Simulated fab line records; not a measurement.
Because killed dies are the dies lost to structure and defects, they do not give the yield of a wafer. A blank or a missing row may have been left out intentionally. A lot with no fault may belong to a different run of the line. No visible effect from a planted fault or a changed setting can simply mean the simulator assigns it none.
One fault seen from 2 desks | flow sky130 | every desk sees just its own numbers, and what lay behind them comes last

## FROM THE METROLOGY DESK
What the gauges read, lot by lot, whatever tool the lot ran on: means of the sampled wafers that have a number. The brackets show how far a lot's mean lies from the usual mean; more than 4 standard deviations puts the lot out of limits, marked OUT.
Columns: A = cd nm at SKY_POLY_GATE_CD_MEAS_22, usual 150.1 nm; B = LDD_N_OVL at SKY_LDD_N_OVL_MEAS_07, usual -1.2 nm
lot  | first seen here | A     | B
L317 | day 19 02:47    | 145.4 | -2.1
L320 | day 19 20:58    | 148.4 | -1.3
L323 | day 21 10:02    | 151.0 | -0.4
L330 | day 22 23:49    | 151.7 | 0.0
L331 | day 23 13:36    | 147.4 | -0.8
L333 | day 24 06:38    | 149.0 | -1.9
This desk's finding: nothing out of limits on any of the 6 lots.

## AT THE TOOL OWNER'S DESK: implanter-01
The tool's own readings at SKY_LDD_N_IMPLANT_11, given as means over the sampled wafers that have a number, one for each lot that went through this tool. The brackets show how far a lot's mean lies from the usual mean; more than 4 standard deviations puts the lot out of limits, marked OUT.
Columns: A = beam on s at SKY_LDD_N_IMPLANT_11, usual 10.01 s; B = dose ions cm2 at SKY_LDD_N_IMPLANT_11, usual 7.501e+13; C = faraday current uA at SKY_LDD_N_IMPLANT_11, usual 423
lot  | first seen here | A                | B         | C
L317 | day 20 09:02    | 11.68 (+8.3) OUT | 7.513e+13 | 362 (-7.4) OUT
L320 | day 21 04:13    | 11.73 (+8.6) OUT | 7.514e+13 | 360 (-7.6) OUT
L330 | day 24 05:57    | 10.14            | 7.495e+13 | 418
This desk finds L317, L320 out of limits, L317 being first, at day 20 09:02 (beam on s at SKY_LDD_N_IMPLANT_11). L330: within limits.

## ALL TOGETHER
On L317, L320, at day 20 09:02, an alarm was possible from the tool owner's desk.
Metrology desk: nothing out of limits seen.
The metrology desk has L317, L320 on record, within its limits.
SKY_LDD_N_IMPLANT_11 was run on implanter-01 by each of the lots named.

## WHAT WAS PUT IN BY THE SIMULATOR
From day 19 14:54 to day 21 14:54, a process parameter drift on implanter-01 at SKY_LDD_N_IMPLANT_11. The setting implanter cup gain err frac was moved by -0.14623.
Lots struck among those shown: L317, L320.
Hours from the fault's start to each desk's first reading out of limits: the tool owner's desk, 18.
